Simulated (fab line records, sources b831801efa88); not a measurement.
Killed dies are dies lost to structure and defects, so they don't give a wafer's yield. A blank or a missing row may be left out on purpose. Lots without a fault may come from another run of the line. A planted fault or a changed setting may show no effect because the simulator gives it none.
Which tool did it? | flow sky130 | 14 lots, 42 wafers sampled, at 3 steps of a route of 708

WHAT THE GAUGES READ, wafer by wafer
SKY_SONOS_ONO_CD_MEAS_13: target cd 410 nm.
lot  | measured     | on        | cd_nm (nm)
L796 | day 12 17:37 | cd_sem-01 | 408.6 408.1 408.7
L797 | day 13 00:18 | cd_sem-01 | 409.5 410.2 410.1
L798 | day 13 07:43 | cd_sem-01 | 411.0 412.3 412.1
L799 | day 13 15:30 | cd_sem-02 | 409.3 406.6 407.1
L800 | day 14 01:43 | cd_sem-01 | 403.2 410.0 408.6
L809 | day 17 06:19 | cd_sem-02 | 411.9 410.9 411.6
L810 | day 17 15:49 | cd_sem-02 | 410.9 411.0 412.6
L811 | day 17 23:19 | cd_sem-02 | 411.3 412.5 412.1
L812 | day 18 08:34 | cd_sem-02 | 408.8 405.1 404.6
L813 | day 19 01:46 | cd_sem-02 | 406.6 408.8 404.7
L815 | day 19 07:30 | cd_sem-02 | 408.0 407.3 406.5
L816 | day 19 16:05 | cd_sem-01 | 409.7 407.9 408.0
L817 | day 20 01:30 | cd_sem-01 | 407.6 409.6 408.1
L818 | day 20 12:50 | cd_sem-02 | 408.6 409.4 409.6

SKY_POLY_CUT_CD_MEAS_08: target cd 270 nm.
lot  | measured     | on        | cd_nm (nm)
L796 | day 24 02:45 | cd_sem-02 | 266.7 266.6 267.3
L797 | day 24 13:23 | cd_sem-02 | 269.0 269.8 268.4
L798 | day 25 00:04 | cd_sem-02 | 271.3 269.3 269.3
L799 | day 25 09:28 | cd_sem-02 | 269.3 269.9 269.0
L800 | day 25 17:13 | cd_sem-01 | 270.8 270.6 271.0
L809 | day 29 01:32 | cd_sem-02 | 270.5 269.3 269.7
L810 | day 29 11:34 | cd_sem-02 | 271.4 271.8 271.9
L811 | day 29 19:04 | cd_sem-01 | 270.6 269.8 269.7
L812 | day 29 23:00 | cd_sem-02 | 267.2 267.8 267.6
L813 | day 30 18:28 | cd_sem-02 | 270.9 270.8 272.0
L815 | day 30 21:21 | cd_sem-02 | 269.9 270.0 270.4
L816 | day 31 04:56 | cd_sem-02 | 270.4 269.0 268.8
L817 | day 31 13:09 | cd_sem-01 | 269.9 270.5 270.4
L818 | day 32 00:35 | cd_sem-01 | 272.6 272.9 274.5

WHICH TOOL RAN EACH LOT (tool, then ch and the chambers of the sampled wafers, then the start)
lot  | SKY_VT_ADJUST_HVTP_DEVELOP_06
L796 | litho_track-04 ch 0, day 6 03:22
L797 | litho_track-04 ch 0, day 6 10:04
L798 | litho_track-04, day 6 16:40
L799 | litho_track-02, day 6 22:43
L800 | litho_track-03 ch 0, day 7 04:49
L809 | litho_track-02 ch 0, day 9 16:23
L810 | litho_track-04 ch 0, day 9 21:50
L811 | litho_track-02 ch 0, day 10 06:25
L812 | litho_track-03 ch 0, day 10 11:37
L813 | litho_track-03 ch 0, day 10 21:47
L815 | litho_track-03 ch 0, day 11 07:01
L816 | litho_track-04 ch 0, day 11 13:26
L817 | litho_track-03 ch 0, day 11 19:22
L818 | litho_track-04 ch 0, day 12 04:02
- SKY_VT_ADJUST_HVTP_DEVELOP_06: develop time 60 s.

WHAT THE TOOLS THEMSELVES READ (means of the sampled wafers that have a number; where no wafer has one, the mark that the record gives instead)
SKY_VT_ADJUST_HVTP_DEVELOP_06.
lot  | tool           | chill_plate_temp_C (C)
L796 | litho_track-04 | 23.12
L797 | litho_track-04 | 22.96
L798 | litho_track-04 | -
L799 | litho_track-02 | -
L800 | litho_track-03 | 23.09
L809 | litho_track-02 | 22.95
L810 | litho_track-04 | 22.96
L811 | litho_track-02 | 23.05
L812 | litho_track-03 | 22.97
L813 | litho_track-03 | 22.90
L815 | litho_track-03 | 22.89
L816 | litho_track-04 | 23.03
L817 | litho_track-03 | 23.07
L818 | litho_track-04 | 22.90

THE ANSWER, worked out from the rows above alone
Rule: what is usual is taken from the lots themselves. Put in order of their means at a reading, lots are off if they are a third of the lots or fewer, leave a main group of 4 or more, and stand apart from it by a gap of 3 or more times the standard deviation of the main group's means; of several such gaps the widest counts. A main group whose means are all the same, to the digits that the tables above print for the reading, isn't used. A lot without any number at a reading at which 4 lots or more have one is off too. The other lots that the step has rows for count as sound. The gauges are gone through in route order, then the tools' own readings, and for those a lot's mean is taken as printed above. The first step at which some lot is off is used, and at that step the reading that is off furthest; a lot without a number counts as furthest.
Off: L798, L799, at SKY_VT_ADJUST_HVTP_DEVELOP_06 (chill_plate_temp_C). Without a number there: L798, L799. The main group: mean 22.99 C, standard deviation 0.076.
A tool fits if, at that step or a process step before it, it ran every lot that is off, and no sound lot after the first of them. None of those tried fits.

WHAT THE SIMULATOR HAD PUT IN
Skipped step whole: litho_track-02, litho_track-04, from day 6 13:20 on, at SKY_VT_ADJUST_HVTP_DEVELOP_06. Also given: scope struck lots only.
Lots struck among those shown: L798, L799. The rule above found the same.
